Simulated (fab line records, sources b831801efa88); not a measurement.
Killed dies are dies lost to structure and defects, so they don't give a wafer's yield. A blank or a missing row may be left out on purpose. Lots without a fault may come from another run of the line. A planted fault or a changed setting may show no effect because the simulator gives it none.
Which tool did it? | flow sky130 | 10 lots, 27 wafers sampled, at 4 steps of a route of 708

WHAT THE GAUGES READ, wafer by wafer
SKY_LOCAL_INTERCONNECT_RS_MEAS_01: measures by four-point-probe.
lot  | measured     | on            | LOCAL_INTERCONNECT_TIN_RS (ohm/sq)
L420 | day 29 08:07 | film_metro-03 | 14.47 14.30 14.35
L425 | day 31 08:10 | film_metro-03 | 14.59 12.50
L427 | day 31 15:22 | film_metro-04 | 14.34 12.51
L430 | day 32 23:33 | film_metro-02 | 14.31 12.36
L434 | day 34 06:18 | film_metro-03 | 14.11 13.95 14.30
L435 | day 35 14:07 | film_metro-02 | 14.25 14.20 14.16
L439 | day 35 23:40 | film_metro-02 | 13.89 14.24 13.80
L437 | day 36 01:19 | film_metro-03 | 14.00 14.41 14.49
L440 | day 36 04:49 | film_metro-03 | 14.54 14.40 14.42
L442 | day 36 20:38 | film_metro-03 | 14.14 14.00 14.37

SKY_LOCAL_INTERCONNECT_THK_MEAS_02: measures by xrf.
lot  | measured     | on            | LOCAL_INTERCONNECT_TIN_THK (nm)
L420 | day 29 08:14 | film_metro-03 | 98.3 98.9 99.0
L425 | day 31 08:16 | film_metro-03 | 97.6 112.8
L427 | day 31 15:29 | film_metro-04 | 99.1 112.9
L430 | day 32 23:40 | film_metro-02 | 98.9 113.8
L434 | day 34 06:25 | film_metro-03 | 101.1 102.3 100.0
L435 | day 35 14:12 | film_metro-02 | 98.9 99.1 99.4
L439 | day 35 23:46 | film_metro-02 | 101.6 99.2 101.5
L437 | day 36 01:25 | film_metro-03 | 101.4 98.7 97.8
L440 | day 36 04:56 | film_metro-03 | 97.4 98.2 98.8
L442 | day 36 20:44 | film_metro-03 | 100.7 101.4 99.1

WHICH TOOL RAN EACH LOT (tool, then ch and the chambers of the sampled wafers, then the start)
lot  | SKY_SD_P_STRIP_10                    | SKY_LOCAL_INTERCONNECT_SPUTTER_00
L420 | plasma_asher-01 ch 0,1, day 25 13:52 | pvd_sputter-04, day 29 08:03
L425 | plasma_asher-02 ch 1, day 27 15:30   | pvd_sputter-04, day 31 08:04
L427 | plasma_asher-01 ch 1, day 28 00:49   | pvd_sputter-04, day 31 15:17
L430 | plasma_asher-01 ch 1, day 29 09:20   | pvd_sputter-04, day 32 23:28
L434 | plasma_asher-01 ch 0,1, day 30 17:30 | pvd_sputter-01, day 34 06:14
L435 | plasma_asher-03 ch 0,1, day 32 04:46 | pvd_sputter-03, day 35 13:59
L439 | plasma_asher-01 ch 0,1, day 32 12:38 | pvd_sputter-01, day 35 23:33
L437 | plasma_asher-03 ch 0,1, day 32 15:08 | pvd_sputter-01, day 36 01:13
L440 | plasma_asher-02 ch 0,1, day 32 19:24 | pvd_sputter-04, day 36 04:45
L442 | plasma_asher-02 ch 0,1, day 33 12:28 | pvd_sputter-03, day 36 20:32
- SKY_SD_P_STRIP_10: strips in O2/N2.
- SKY_LOCAL_INTERCONNECT_SPUTTER_00: material TiN, target thk 100 nm, time 83.3 s.

WHAT THE TOOLS THEMSELVES READ (means of the sampled wafers that have a number; where no wafer has one, the mark that the record gives instead)
SKY_SD_P_STRIP_10.
lot  | tool            | drypump_motor_current_A (A) | n2_flow_sccm (sccm) | oes_product_au (a.u.) | strip_time_to_endpoint_s (s)
L420 | plasma_asher-01 | 5.31                        | 301.1               | 0.616                 | 17.49
L425 | plasma_asher-02 | 5.53                        | 300.6               | 0.614                 | 17.44
L427 | plasma_asher-01 | 5.21                        | 300.1               | 0.621                 | 17.54
L430 | plasma_asher-01 | 5.22                        | 301.5               | 0.616                 | 17.52
L434 | plasma_asher-01 | 5.39                        | 300.3               | 0.618                 | 17.48
L435 | plasma_asher-03 | 5.77                        | 299.9               | 0.618                 | 17.47
L439 | plasma_asher-01 | 5.31                        | 300.3               | 0.621                 | 17.54
L437 | plasma_asher-03 | 5.62                        | 299.6               | 0.619                 | 17.51
L440 | plasma_asher-02 | 5.50                        | 299.6               | 0.618                 | 17.54
L442 | plasma_asher-02 | 5.49                        | 299.7               | 0.615                 | 17.47

SKY_LOCAL_INTERCONNECT_SPUTTER_00.
lot  | tool           | throttle_valve_pct (%)
L420 | pvd_sputter-04 | 30.0
L425 | pvd_sputter-04 | 29.3
L427 | pvd_sputter-04 | 30.4
L430 | pvd_sputter-04 | 29.1
L434 | pvd_sputter-01 | 30.5
L435 | pvd_sputter-03 | 30.2
L439 | pvd_sputter-01 | 30.6
L437 | pvd_sputter-01 | 30.1
L440 | pvd_sputter-04 | 29.3
L442 | pvd_sputter-03 | 30.6

THE ANSWER, worked out from the rows above alone
Rule: what is usual is taken from the lots themselves. Put in order of their means at a reading, lots are off if they are a third of the lots or fewer, leave a main group of 4 or more, and stand apart from it by a gap of 3 or more times the standard deviation of the main group's means; of several such gaps the widest counts. A main group whose means are all the same, to the digits that the tables above print for the reading, isn't used. A lot without any number at a reading at which 4 lots or more have one is off too. The other lots that the step has rows for count as sound. The gauges are gone through in route order, then the tools' own readings, and for those a lot's mean is taken as printed above. The first step at which some lot is off is used, and at that step the reading that is off furthest; a lot without a number counts as furthest.
Off: L425, L427, L430, at SKY_LOCAL_INTERCONNECT_THK_MEAS_02 (LOCAL_INTERCONNECT_TIN_THK). The main group: mean 99.7 nm, standard deviation 1.
A tool fits if, at a process step before that reading, it ran every lot that is off, and no sound lot after the first of them. The gauges at SKY_LOCAL_INTERCONNECT_THK_MEAS_02 are tried like those tools. None of those tried fits.

WHAT THE SIMULATOR HAD PUT IN
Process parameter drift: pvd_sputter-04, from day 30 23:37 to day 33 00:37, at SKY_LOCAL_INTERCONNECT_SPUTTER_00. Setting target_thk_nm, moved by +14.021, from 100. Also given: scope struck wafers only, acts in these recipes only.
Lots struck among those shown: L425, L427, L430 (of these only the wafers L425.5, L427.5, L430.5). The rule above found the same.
